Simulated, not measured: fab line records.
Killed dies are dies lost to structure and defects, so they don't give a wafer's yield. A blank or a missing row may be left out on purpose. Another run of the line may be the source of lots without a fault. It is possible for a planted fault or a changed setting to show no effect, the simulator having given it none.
Chamber matching -- flow gf180mcu -- GF_V1_CVD_02 on pecvd-03: 3 sister chambers
The step deposits SiO2 from TEOS, target thk 850 nm, time 94.851 s. 3 wafers are shown with their chamber, then 8 later ones without.

== WAFERS WITH THEIR CHAMBER ==
wafer,chamber,heater-power-w (W)
L083.2,1,643
L083.5,2,708
L085.1,0,530

== WAFERS WITH NO CHAMBER GIVEN ==
wafer,heater-power-w (W)
L085.3,612
L085.4,673
L089.2,752
L089.4,763
L089.5,500
L097.2,765
L097.3,559
L097.6,594

== WHICH CHAMBER EACH ONE RAN IN ==
wafer,from the rows above,in truth
L085.3,can't be placed: 1 or 0 or 2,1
L085.4,can't be placed: 1 or 2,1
L089.2,can't be placed: 2 or 1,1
L089.4,can't be placed: 2 or 1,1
L089.5,0,0
L097.2,can't be placed: 2 or 1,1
L097.3,can't be placed: 0 or 1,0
L097.6,can't be placed: 1 or 0 or 2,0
Correct placement for 1 of the 8. From these rows, 7 cannot be placed; in 7 the true chamber is one of the candidates. 0 placed wrongly.
How it was worked out, from the rows above alone: a wafer's distance from a chamber is the root of the sum, over the readings, of the square of ((its reading less the chamber's mean) divided by the reading's scatter). If the next closest chamber is less than 2 further off than the closest, the wafer can't be placed; otherwise it belongs to the closest. The mean given for a chamber averages the wafers shown for that chamber. The scatter: with one shown wafer a chamber, the root of the mean of the squares of how far each hidden wafer lies from its nearest shown one.
